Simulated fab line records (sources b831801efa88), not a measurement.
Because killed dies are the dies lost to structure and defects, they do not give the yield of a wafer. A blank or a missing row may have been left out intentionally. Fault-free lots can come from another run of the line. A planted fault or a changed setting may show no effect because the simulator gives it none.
Chamber matching / flow sky130 / SKY_VIA4_ETCH_12 on rieDiel-01 has 4 sister chambers
The step etches SiO2 in C4F8/O2/Ar, stops on TiN, target depth 580 nm. 14 wafers are shown with their chamber, then 7 later ones without.

## WAFERS WITH THEIR CHAMBER
wafer=L810.1; chamber=3; chamberPressureMTorr (mTorr)=39.99; oesProductAu (a.u.)=0.919; biasW (W)=1194
wafer=L810.2; chamber=2; chamberPressureMTorr (mTorr)=40.01; oesProductAu (a.u.)=0.925; biasW (W)=1198
wafer=L810.3; chamber=0; chamberPressureMTorr (mTorr)=39.93; oesProductAu (a.u.)=0.925; biasW (W)=1206
wafer=L812.3; chamber=3; chamberPressureMTorr (mTorr)=39.91; oesProductAu (a.u.)=0.923; biasW (W)=1196
wafer=L812.4; chamber=1; chamberPressureMTorr (mTorr)=40.03; oesProductAu (a.u.)=0.932; biasW (W)=1203
wafer=L812.5; chamber=3; chamberPressureMTorr (mTorr)=40.03; oesProductAu (a.u.)=0.929; biasW (W)=1200
wafer=L815.3; chamber=3; chamberPressureMTorr (mTorr)=39.96; oesProductAu (a.u.)=0.921; biasW (W)=1205
wafer=L815.4; chamber=0; chamberPressureMTorr (mTorr)=39.96; oesProductAu (a.u.)=0.925; biasW (W)=1200
wafer=L815.6; chamber=1; chamberPressureMTorr (mTorr)=39.99; oesProductAu (a.u.)=0.926; biasW (W)=1199
wafer=L823.1; chamber=1; chamberPressureMTorr (mTorr)=39.99; oesProductAu (a.u.)=0.925; biasW (W)=1203
wafer=L823.3; chamber=0; chamberPressureMTorr (mTorr)=40.01; oesProductAu (a.u.)=0.929; biasW (W)=1198
wafer=L823.4; chamber=2; chamberPressureMTorr (mTorr)=39.98; oesProductAu (a.u.)=0.926; biasW (W)=1203
wafer=L827.3; chamber=2; chamberPressureMTorr (mTorr)=40.02; oesProductAu (a.u.)=0.915; biasW (W)=1199
wafer=L827.5; chamber=0; chamberPressureMTorr (mTorr)=39.97; oesProductAu (a.u.)=0.922; biasW (W)=1203

SIGNATURES (means of the wafers above)
reading=chamberPressureMTorr; chamber 0=39.9675; chamber 1=40.0033; chamber 2=40.0033; chamber 3=39.9725; scatter within a chamber=0.0359
reading=oesProductAu; chamber 0=0.92525; chamber 1=0.92767; chamber 2=0.92200; chamber 3=0.92300; scatter within a chamber=0.00428
reading=biasW; chamber 0=1201.75; chamber 1=1201.67; chamber 2=1200.00; chamber 3=1198.75; scatter within a chamber=3.64
Rule: distance of a wafer from a chamber = root of the sum over the readings of ((wafer's reading minus chamber's mean) / reading's scatter) squared. If the next closest chamber is less than 2 further off than the closest, the wafer can't be placed; otherwise it belongs to the closest. The scatter is the square root of a quotient: the sum, over the shown wafers, of each reading's squared deviation from its chamber's mean, divided by wafers minus chambers.

## WAFERS WHOSE CHAMBER IS MISSING
wafer=L827.6; chamberPressureMTorr (mTorr)=40.04; oesProductAu (a.u.)=0.929; biasW (W)=1198
wafer=L828.1; chamberPressureMTorr (mTorr)=39.97; oesProductAu (a.u.)=0.923; biasW (W)=1202
wafer=L828.4; chamberPressureMTorr (mTorr)=40.01; oesProductAu (a.u.)=0.923; biasW (W)=1205
wafer=L828.5; chamberPressureMTorr (mTorr)=39.95; oesProductAu (a.u.)=0.929; biasW (W)=1199
wafer=L831.1; chamberPressureMTorr (mTorr)=39.96; oesProductAu (a.u.)=0.928; biasW (W)=1204
wafer=L831.3; chamberPressureMTorr (mTorr)=39.99; oesProductAu (a.u.)=0.937; biasW (W)=1201
wafer=L831.6; chamberPressureMTorr (mTorr)=40.05; oesProductAu (a.u.)=0.925; biasW (W)=1202

## THE CHAMBER EACH PASSED THROUGH
wafer=L827.6; from the rows above=can't be placed: 1 or 2 or 3 or 0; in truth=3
wafer=L828.1; from the rows above=can't be placed: 0 or 3 or 2 or 1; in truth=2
wafer=L828.4; from the rows above=can't be placed: 2 or 1 or 0 or 3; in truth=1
wafer=L828.5; from the rows above=can't be placed: 0 or 3 or 1 or 2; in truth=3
wafer=L831.1; from the rows above=can't be placed: 0 or 1 or 3 or 2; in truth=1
wafer=L831.3; from the rows above=can't be placed: 1 or 0 or 3 or 2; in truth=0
wafer=L831.6; from the rows above=can't be placed: 1 or 2 or 0 or 3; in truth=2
Placed correctly: 0 of 7. From these rows, 7 cannot be placed; in 7 the true chamber is one of the candidates. Wrongly placed: 0.
